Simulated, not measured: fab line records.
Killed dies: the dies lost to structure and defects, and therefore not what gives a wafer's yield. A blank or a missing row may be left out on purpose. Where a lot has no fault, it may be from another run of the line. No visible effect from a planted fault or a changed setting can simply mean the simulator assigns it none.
fab line records	flow sky130
record: lots: 14	wafers: 42	last-day: 50
route steps=708 shown NWELL@67 VT_ADJUST_HVTR@135 LI_CONTACT@375
lots with no fault: from the same line, run without faults
start-h: the number of hours between the record's first day and the start of the first shown wafer of the lot	wait-h: hours since the lot's step before	" same as the row above	L1.1+2: a single row standing in for several wafers	- either no value or no given start	* or withheld: withheld	< > ~ a bound
route shown NAME@n: names a module that has steps shown in the file, with the first one's number in the route	usual: mean/standard deviation of fault-free wafers	same: alike in all rows	chamber/n: place in a boat	sites: readings site by site	_std_site: standard deviation across them	_edge_site: the outer-site mean with the inner-site mean subtracted	radius-mm: for every site, how far away it sits from the centre of the wafer	mask NAME#n: copy n	behind: tool/chamber where the wafer was last shaped	hold: what put the lot on hold/how long, in hours/how the hold closed	device: the n, p or np transistor that did not switch	end of line: tests of these same wafers at the route's end	for a step that has no rows: nothing shown but its recipe	killed: count of dies lost to structure and defects at first sort (not the wafer's yield)	map: a wafer's dies, marking killed ones x, the rest . and places with no die _
set.NAME: the setting the step ran with; set.NAME@STEP: the setting that earlier step ran with	model.NAME: the simulator's own value behind a step, which no gauge read
the route's steps for a sample of lots (tables are steps, rows are wafers)
services: from which hour (start-h, from the record's first day; less than 0 if before it) a tool's chamber was out of use, for how many hours, and why
== steps ==
step: SKY_NWELL_STRIP_14
recipe: chemistry: O2/N2	power-w: 1400	pressure-mtorr: 1500	platen-temp-c: withheld	o2-flow-sccm: 3000	n2-flow-sccm: 300	overash-fraction: 0.5
usual: drypump-motor-current-A: 5.59/0.29	n2-flow-sccm: 299.9/0.85	oes-product-au: 0.723/0.0046	strip-time-to-endpoint-s: 36.93/0.094
lot.wafer	tool	chamber	start-h	wait-h	drypump-motor-current-A	n2-flow-sccm	oes-product-au	rf-hours-counter-h	strip-time-to-endpoint-s
L990.1	plasma-asher-03	1	88.58	0.1	5.54	299.6	0.727	40	37.03
L990.3	"	0	"	"	5.47	300.8	0.721	-	37.06
L990.4	"	1	"	"	5.54	299.2	0.716	-	36.95
L992.3	plasma-asher-03	1	96.06	0.1	5.58	299.3	0.725	-	36.97
L992.4	"	0	"	"	5.52	301.6	0.723	-	37.02
L992.6	"	0	"	"	5.50	300.5	0.721	-	36.97
L991.3	plasma-asher-04	0	96.41	0.1	5.60	300.7	0.727	-	36.97
L991.4	"	1	"	"	5.12	300.5	0.730	-	37.02
L991.6	"	0	"	"	5.55	300.4	0.718	-	36.97
L993.4	plasma-asher-02	0	103.15	0.1	5.99	299.5	0.725	-	36.87
L993.5	"	0	"	"	5.99	300.0	0.725	-	36.86
L993.6	"	1	"	"	5.71	299.9	0.726	-	36.85
L994.4	plasma-asher-04	1	108.90	0.1	5.08	298.9	0.717	-	36.98
L994.5	"	1	"	"	5.14	299.5	0.721	-	37.05
L994.6	"	0	"	"	5.52	300.3	0.721	-	37.11
L995.2	plasma-asher-04	1	115.62	0.1	5.12	299.8	0.724	43	36.82
L995.4	"	1	"	"	5.14	301.1	0.732	-	36.71
L995.6	"	1	"	"	5.12	299.5	0.720	-	36.68
L996.3	plasma-asher-04	1	124.56	0.1	5.15	300.5	0.721	-	37.03
L996.4	"	0	"	"	5.60	299.3	0.722	-	37.08
L996.5	"	1	"	"	5.16	299.9	0.731	-	36.96
L998.1	plasma-asher-02	0	135.53	0.1	6.02	299.8	0.724	32	36.97
L998.2	"	1	"	"	5.72	298.7	0.722	32	36.81
L998.3	"	1	"	"	5.70	299.1	0.723	-	36.87
L999.1	plasma-asher-04	0	140.79	0.1	5.58	299.6	0.716	45	36.88
L999.4	"	1	"	"	5.13	298.3	0.724	-	36.97
L999.6	"	0	"	"	5.62	299.7	0.720	-	36.99
L106.3	plasma-asher-02	1	180.82	0.1	5.72	298.7	0.718	-	36.92
L106.4	"	0	"	"	5.99	299.5	0.726	-	36.81
L106.6	"	0	"	"	5.98	300.4	0.726	-	36.95
L108.1	plasma-asher-02	0	189.14	0.1	6.04	297.1	0.726	38	37.03
L108.4	"	1	"	"	5.73	300.6	0.730	-	37.03
L108.6	"	1	"	"	5.73	299.1	0.722	-	37.09
L110.1	plasma-asher-02	1	203.28	0.1	5.70	301.1	0.726	39	37.03
L110.4	"	0	"	"	5.99	300.2	0.717	-	36.82
L110.6	"	1	"	"	5.70	301.0	0.723	-	37.02
L112.2	plasma-asher-04	1	215.23	0.1	5.12	299.7	0.718	52	36.84
L112.5	"	1	"	"	5.16	299.7	0.719	-	36.81
L112.6	"	0	"	"	5.57	300.0	0.721	-	36.80
L113.2	plasma-asher-02	0	219.22	0.1	6.01	298.1	0.723	41	36.92
L113.3	"	1	"	"	5.74	299.0	0.722	-	37.01
L113.5	"	1	"	"	5.73	300.4	0.720	-	36.91
step: SKY_VT_ADJUST_HVTR_EXPOSE_04
recipe: mask-id: HVTRM	target-cd-nm: 380	na: 0.6	source-shape: conventional	sigma-outer: 0.6	dose-mj: 150
usual: exposure-dose-mJ-cm2: 149.54/0.16	focus-offset-nm: 0.1/0.56
lot.wafer	tool	chamber	start-h	wait-h	mask	exposure-dose-mJ-cm2	focus-offset-nm
L990.1	iline-stepper-02	0	198.35	-	HVTRM#0	149.57	-0.3
L990.3	"	0	"	"	HVTRM#0	149.67	-0.5
L990.4	"	0	"	"	HVTRM#0	149.53	-0.7
L992.3	iline-stepper-01	0	208.37	-	HVTRM#0	149.47	0.5
L992.4	"	0	"	"	HVTRM#0	149.65	0.1
L992.6	"	0	"	"	HVTRM#0	149.44	0.0
L991.3	iline-stepper-02	0	208.66	-	HVTRM#0	149.59	0.8
L991.4	"	0	"	"	HVTRM#0	149.67	0.2
L991.6	"	0	"	"	HVTRM#0	149.71	0.9
L993.4	iline-stepper-02	0	215.54	-	HVTRM#0	149.53	-0.1
L993.5	"	0	"	"	HVTRM#0	149.49	-0.3
L993.6	"	0	"	"	HVTRM#0	149.35	0.2
L994.4	iline-stepper-01	0	222.32	-	HVTRM#0	149.84	-0.2
L994.5	"	0	"	"	HVTRM#0	149.70	0.7
L994.6	"	0	"	"	HVTRM#0	149.70	-0.2
L995.2	iline-stepper-02	-	232.25	-	HVTRM#0	-	-
L995.4	"	-	"	"	HVTRM#0	-	-
L995.6	"	-	"	"	HVTRM#0	-	-
L996.3	iline-stepper-02	-	243.33	-	HVTRM#0	-	-
L996.4	"	-	"	"	HVTRM#0	-	-
L996.5	"	-	"	"	HVTRM#0	-	-
L998.1	iline-stepper-02	0	255.45	-	HVTRM#0	149.28	-0.4
L998.2	"	0	"	"	HVTRM#0	149.27	0.7
L998.3	"	0	"	"	HVTRM#0	149.45	0.7
L999.1	iline-stepper-02	0	262.73	-	HVTRM#0	149.56	-0.9
L999.4	"	0	"	"	HVTRM#0	149.73	-1.2
L999.6	"	0	"	"	HVTRM#0	149.66	-0.4
L106.3	iline-stepper-02	0	308.62	-	HVTRM#0	149.50	0.7
L106.4	"	0	"	"	HVTRM#0	149.48	-0.1
L106.6	"	0	"	"	HVTRM#0	149.50	-0.6
L108.1	iline-stepper-01	0	319.59	-	HVTRM#0	149.43	0.5
L108.4	"	0	"	"	HVTRM#0	149.46	1.1
L108.6	"	0	"	"	HVTRM#0	149.27	-0.5
L110.1	iline-stepper-02	0	338.93	-	HVTRM#0	149.56	0.3
L110.4	"	0	"	"	HVTRM#0	149.87	0.1
L110.6	"	0	"	"	HVTRM#0	149.62	-0.3
L112.2	iline-stepper-02	0	354.56	-	HVTRM#0	149.55	0.1
L112.5	"	0	"	"	HVTRM#0	149.54	0.7
L112.6	"	0	"	"	HVTRM#0	149.44	0.9
L113.2	iline-stepper-02	0	357.51	-	HVTRM#0	149.51	0.2
L113.3	"	0	"	"	HVTRM#0	149.66	-0.2
L113.5	"	0	"	"	HVTRM#0	149.54	-0.2
step: SKY_VT_ADJUST_HVTR_CD_MEAS_07
recipe: target-cd-nm: 380
usual: cd-nm: 379.6/2.5
lot.wafer	tool	chamber	start-h	wait-h	cd-nm
L990.1	cd-sem-01	-	209.29	0.1	379.1
L990.3	"	-	"	"	380.2
L990.4	"	-	"	"	377.1
L992.3	cd-sem-01	-	218.42	0.1	383.8
L992.4	"	-	"	"	383.9
L992.6	"	-	"	"	385.2
L991.3	cd-sem-01	-	218.84	0.2	377.4
L991.4	"	-	"	"	377.3
L991.6	"	-	"	"	377.3
L993.4	cd-sem-01	-	227.15	0.1	377.7
L993.5	"	-	"	"	374.4
L993.6	"	-	"	"	375.2
L994.4	cd-sem-01	-	233.79	0.1	380.2
L994.5	"	-	"	"	383.6
L994.6	"	-	"	"	379.9
L995.2	cd-sem-01	-	243.96	0.1	-
L995.4	"	-	"	"	-
L995.6	"	-	"	"	-
L996.3	cd-sem-01	-	254.58	0.1	-
L996.4	"	-	"	"	-
L996.5	"	-	"	"	-
L998.1	cd-sem-02	-	267.08	0.1	380.5
L998.2	"	-	"	"	381.8
L998.3	"	-	"	"	383.9
L999.1	cd-sem-01	-	274.04	0.1	382.3
L999.4	"	-	"	"	385.2
L999.6	"	-	"	"	385.2
L106.3	cd-sem-02	-	320.82	0.1	380.4
L106.4	"	-	"	"	379.5
L106.6	"	-	"	"	380.9
L108.1	cd-sem-01	-	331.83	0.1	380.6
L108.4	"	-	"	"	381.1
L108.6	"	-	"	"	378.7
L110.1	cd-sem-02	-	352.88	0.1	378.4
L110.4	"	-	"	"	382.3
L110.6	"	-	"	"	381.7
L112.2	cd-sem-02	-	368.50	0.1	381.4
L112.5	"	-	"	"	380.3
L112.6	"	-	"	"	379.9
L113.2	cd-sem-02	-	371.07	0.1	380.0
L113.3	"	-	"	"	382.2
L113.5	"	-	"	"	377.7
step: SKY_LI_CONTACT_OVL_MEAS_13
usual: LI_CONTACT_OVL: 1/5.6
lot.wafer	tool	chamber	start-h	wait-h	LI_CONTACT_OVL[nm]
L990.1	overlay-01	-	683.42	0.1	1
L990.3	"	-	"	"	1
L990.4	"	-	"	"	8
L991.3	overlay-02	-	698.17	0.1	0
L991.4	"	-	"	"	-18
L991.6	"	-	"	"	-7
L992.3	overlay-02	-	699.77	0.1	-2
L992.4	"	-	"	"	0
L992.6	"	-	"	"	7
L993.4	overlay-01	-	700.93	0.1	5
L993.5	"	-	"	"	8
L993.6	"	-	"	"	8
L994.4	overlay-01	-	711.29	0.1	-3
L994.5	"	-	"	"	-7
L994.6	"	-	"	"	-2
L995.2	overlay-01	-	724.72	0.1	4
L995.4	"	-	"	"	5
L995.6	"	-	"	"	7
L996.3	overlay-01	-	735.01	0.1	-9
L996.4	"	-	"	"	3
L996.5	"	-	"	"	-4
L998.1	overlay-01	-	751.66	0.1	-3
L998.2	"	-	"	"	5
L998.3	"	-	"	"	6
L999.1	overlay-01	-	754.86	0.1	-10
L999.4	"	-	"	"	-1
L999.6	"	-	"	"	1
L106.3	overlay-01	-	804.39	0.1	-4
L106.4	"	-	"	"	15
L106.6	"	-	"	"	4
L108.1	overlay-01	-	815.72	0.1	3
L108.4	"	-	"	"	5
L108.6	"	-	"	"	1
L110.1	overlay-02	-	833.55	0.1	2
L110.4	"	-	"	"	1
L110.6	"	-	"	"	-3
L112.2	overlay-01	-	856.47	0.1	6
L112.5	"	-	"	"	-6
L112.6	"	-	"	"	3
L113.2	overlay-02	-	856.71	0.1	-4
L113.3	"	-	"	"	11
L113.5	"	-	"	"	4
== services ==
tool	chamber	start-h	hours	kind
plasma-asher-04	-	76.49	4.0	repair
iline-stepper-02	-	98.20	1.7	pm
plasma-asher-03	-	108.75	9.0	pm
plasma-asher-03	0	108.75	9.0	vent-cycle
plasma-asher-03	1	108.75	9.0	vent-cycle
plasma-asher-03	0	117.75	-	clean
plasma-asher-02	-	118.42	2.8	pm
iline-stepper-02	0	163.11	-	calibration
iline-stepper-01	-	174.36	4.4	pm
plasma-asher-04	-	185.72	7.8	repair
iline-stepper-01	-	188.48	7.3	repair
plasma-asher-03	-	209.46	1.9	repair
iline-stepper-01	-	218.19	1.7	pm
plasma-asher-04	-	230.33	0.5	repair
iline-stepper-01	0	246.21	-	calibration
plasma-asher-04	-	263.95	2.2	repair
plasma-asher-04	-	265.72	11.3	repair
iline-stepper-02	-	278.83	8.4	repair
iline-stepper-02	-	291.55	3.1	repair
plasma-asher-03	-	291.60	52.8	repair
plasma-asher-04	-	296.36	1.9	repair
iline-stepper-01	-	299.54	8.2	repair
plasma-asher-04	-	303.28	8.2	repair
iline-stepper-02	-	316.38	1.7	pm
== key ==
first-sign: step: SKY_VT_ADJUST_HVTR_EXPOSE_04	reading: tool-record	direction: missing
effect none on later readings
met-at SKY_VT_ADJUST_HVTR_EXPOSE_04
struck-lots L995,L996
sort-left-out L995.2,L995.4,L995.6,L996.3,L996.4,L996.5
tester-left-out L995,L996
not-acting-at SKY_NWELL_STRIP_14,SKY_VT_ADJUST_HVTR_CD_MEAS_07,SKY_LI_CONTACT_OVL_MEAS_13
onset-between 215.54 232.25
fault: kind: skipped-step-whole	tool: iline-stepper-02	chamber: -	onset-h: 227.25	steps: SKY_VT_ADJUST_HVTR_EXPOSE_04	scope: struck-lots-only
tester-left-out: of these lots the tester's yield and bins aren't shown, on N5 and GAA mostly nor the transistor test; their killed dies are dies lost to structure and defects alone, not to doping, threshold or leakage, so they don't give the yield
sort-left-out: the simulated sort isn't trusted on such a fault, so these wafers' sort isn't shown, and their yield isn't known
